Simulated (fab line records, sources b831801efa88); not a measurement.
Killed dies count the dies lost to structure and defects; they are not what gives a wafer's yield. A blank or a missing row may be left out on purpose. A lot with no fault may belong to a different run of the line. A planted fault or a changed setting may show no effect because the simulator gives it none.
Chamber matching :: flow gf180mcu :: 4 sister chambers for GF_V3_CMP_26 on cmp-01
The step polishes, stops on SiO2, t overpolish 15 s, target thk 0 nm. 4 wafers are shown with their chamber, then 6 later ones without.

== WAFERS PAIRED WITH THEIR CHAMBERS ==
wafer: L595.2
chamber: 2
motor current A (A): 10.7

wafer: L597.6
chamber: 3
motor current A (A): 10.1

wafer: L598.2
chamber: 1
motor current A (A): 11.1

wafer: L598.3
chamber: 0
motor current A (A): 10.2

== WAFERS WHOSE CHAMBER IS MISSING ==
wafer: L598.5
motor current A (A): 10.2

wafer: L603.1
motor current A (A): 10.9

wafer: L603.2
motor current A (A): 11.0

wafer: L603.6
motor current A (A): 10.7

wafer: L609.3
motor current A (A): 10.5

wafer: L609.4
motor current A (A): 11.0

== WHICH CHAMBER EACH WENT THROUGH ==
wafer: L598.5
from the rows above: can't be placed: 0 or 3
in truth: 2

wafer: L603.1
from the rows above: can't be placed: 1 or 2
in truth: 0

wafer: L603.2
from the rows above: can't be placed: 1 or 2
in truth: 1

wafer: L603.6
from the rows above: 2
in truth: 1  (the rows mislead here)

wafer: L609.3
from the rows above: can't be placed: 2 or 0 or 3
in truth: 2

wafer: L609.4
from the rows above: can't be placed: 1 or 2
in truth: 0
Placed correctly: 0 of 6. These rows do not allow placing 5 (true chamber among the candidates in 2). Number placed wrongly: 1.
How it was worked out, from the rows above alone: a wafer's distance from a chamber is the root of the sum, over the readings, of the square of ((its reading less the chamber's mean) divided by the reading's scatter). The wafer belongs to the nearest chamber; if the next one is less than 2 further off, it can't be placed. The mean given for a chamber averages the wafers shown for that chamber. The scatter: with one shown wafer a chamber, the root of the mean of the squares of how far each hidden wafer lies from its nearest shown one.
